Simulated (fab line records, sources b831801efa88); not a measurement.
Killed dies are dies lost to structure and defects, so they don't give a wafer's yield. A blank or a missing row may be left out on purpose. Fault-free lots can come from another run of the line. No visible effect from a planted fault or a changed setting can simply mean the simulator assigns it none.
Which tool was responsible?	flow sky130	10 lots, 30 wafers sampled, at 5 steps of a route of 708

== WHAT THE GAUGES SHOWED, per wafer ==
SKY_POLY_CUT_CD_MEAS_08 targets a cd of 270 nm. Usual: cd-nm reads 269.7 nm (standard deviation 1.4).
lot	measured	on	cd-nm (nm)	flag
L421	day 24 04:39	cd-sem-01	268.9 271.4 269.5	
L422	day 24 12:37	cd-sem-02	270.3 269.9 270.1	
L423	day 24 15:24	cd-sem-02	267.3 267.9 267.6	
L424	day 25 02:03	cd-sem-02	270.4 269.2 270.4	
L425	day 25 07:50	cd-sem-02	266.7 266.6 268.1	
L435	day 29 23:13	cd-sem-01	263.1 264.7 265.4	OFF
L437	day 30 05:42	cd-sem-02	268.3 269.6 268.5	
L438	day 30 07:13	cd-sem-01	270.3 271.1 270.5	
L439	day 30 12:40	cd-sem-02	271.0 270.2 269.7	
L441	day 30 21:48	cd-sem-02	271.0 270.7 272.2	

SKY_SD_P_TW_MEAS_11. Usual: SD_P_TW 2816, standard deviation 41.
lot	measured	on	SD_P_TW	flag
L421	day 25 10:43	film-metro-04	2764 2754 2767	
L422	day 25 18:12	film-metro-04	2767 2753 2767	
L423	day 25 20:50	film-metro-01	2842 2836 2829	
L424	day 26 07:31	film-metro-03	2839 2848 2849	
L425	day 26 13:37	film-metro-04	2772 2783 2764	
L435	day 31 02:54	film-metro-01	2825 2832 2833	
L437	day 31 09:41	film-metro-04	2767 2756 2777	
L438	day 31 11:09	film-metro-01	2841 2850 2855	
L439	day 31 16:07	film-metro-03	2843 2837 2856	
L441	day 32 01:58	film-metro-01	2833 2830 2850	

SKY_RES_XHIGH_TW_MEAS_09. Usual: RES_XHIGH_TW 1624, standard deviation 24.
lot	measured	on	RES_XHIGH_TW	flag
L421	day 26 15:50	film-metro-01	1648 1646 1652	
L422	day 26 22:53	film-metro-04	1599 1613 1614	
L423	day 27 01:41	film-metro-01	1643 1642 1636	
L424	day 27 12:31	film-metro-04	1598 1600 1605	
L425	day 27 18:35	film-metro-04	1607 1601 1606	
L435	day 32 06:39	film-metro-04	1599 1592 1606	
L437	day 32 13:14	film-metro-04	1602 1591 1605	
L438	day 32 14:36	film-metro-03	1677 1669 1669	
L439	day 32 19:26	film-metro-01	1648 1646 1648	
L441	day 33 05:05	film-metro-04	1599 1597 1599	

SKY_SD_N_RS_MEAS_18: the measuring method here is four-point-probe. Usual: RES_XHIGH_RS 333.3 ohm/sq, standard deviation 1.2.
lot	measured	on	RES_XHIGH_RS (ohm/sq)	flag
L421	day 27 22:31	film-metro-03	333.0 332.6 332.7	
L422	day 28 04:13	film-metro-01	333.7 333.9 333.8	
L423	day 28 07:14	film-metro-04	333.2 334.2 334.5	
L424	day 28 17:38	film-metro-01	335.9 335.3 335.0	
L425	day 29 00:08	film-metro-03	332.0 333.3 333.1	
L435	day 33 09:44	film-metro-04	334.5 333.4 335.2	
L437	day 33 16:34	film-metro-01	332.6 333.6 332.8	
L438	day 33 18:16	film-metro-03	332.0 332.8 332.4	
L439	day 33 22:09	film-metro-03	333.4 334.5 334.7	
L441	day 34 08:49	film-metro-03	335.0 335.0 334.4	

== EACH LOT AND THE TOOL THAT RAN IT (in order: tool; ch and the chambers of the sampled wafers; start) ==
lot	SKY_POLY_CUT_EXPOSE_05
L421	krf-scanner-01 ch 0, day 23 13:34
L422	krf-scanner-01 ch 0, day 23 22:04
L423	krf-scanner-02 ch 0, day 24 00:23
L424	krf-scanner-02 ch 0, day 24 11:03
L425	krf-scanner-01 ch 0, day 24 17:27
L435	krf-scanner-01 ch 0, day 29 09:17
L437	krf-scanner-02 ch 0, day 29 15:32
L438	krf-scanner-02 ch 0, day 29 17:40
L439	krf-scanner-02 ch 0, day 29 23:16
L441	krf-scanner-02 ch 0, day 30 08:08
- SKY_POLY_CUT_EXPOSE_05: exposes mask NPCM, target cd 270 nm.

== WHAT THE TOOLS THEMSELVES READ (means of the sampled wafers that have a number; where no wafer has one, the mark that the record gives instead) ==
SKY_POLY_CUT_EXPOSE_05. Usual: exposure-dose-mJ-cm2 reads 32.002 (standard deviation 0.027).
lot	tool	exposure-dose-mJ-cm2	flag
L421	krf-scanner-01	32.016	
L422	krf-scanner-01	31.981	
L423	krf-scanner-02	31.995	
L424	krf-scanner-02	32.001	
L425	krf-scanner-01	31.994	
L435	krf-scanner-01	32.192	OFF
L437	krf-scanner-02	32.015	
L438	krf-scanner-02	31.988	
L439	krf-scanner-02	31.952	
L441	krf-scanner-02	32.003	

== THE ANSWER, worked out from the rows above alone ==
Rule: a lot is off if the mean of its wafers that have a number lies more than 3 standard deviations from the usual mean. Also off: a lot with no number at a reading for which 4 or more lots have one. The other lots that the step has rows for count as sound. Order of review: gauges by route order, followed by the tools' own readings, for which a lot's mean as printed above is used. At the first step where some lot is off, the reading lying furthest off is the one used; lots without a number count as furthest.
Off, at SKY_POLY_CUT_CD_MEAS_08 on cd-nm: L435.
If a tool, at a process step before that reading, ran all the lots that are off and no sound lot after the first of them, it fits. Not tried: the gauges at SKY_POLY_CUT_CD_MEAS_08; whatever is off there is also off at SKY_POLY_CUT_EXPOSE_05, on other tools, and gauge error can't account for it. One fits: SKY_POLY_CUT_EXPOSE_05 on krf-scanner-01. A fault onset in the window from L425 (day 24 17:27, its last sound lot) to L435 (day 29 09:17, its first lot off) fits.
The tool's own readings at SKY_POLY_CUT_EXPOSE_05 bear it out: on the lots that are off they differ by more than 5 times the standard deviation of the sound lots' means. exposure-dose-mJ-cm2 reads 32.192 there against 31.994 on the sound lots.

== WHAT HAD BEEN PUT IN BY THE SIMULATOR ==
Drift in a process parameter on krf-scanner-01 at SKY_POLY_CUT_EXPOSE_05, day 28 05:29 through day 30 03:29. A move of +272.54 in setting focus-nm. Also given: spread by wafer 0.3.
Struck lots among those shown: L435. Same finding as the rule above.
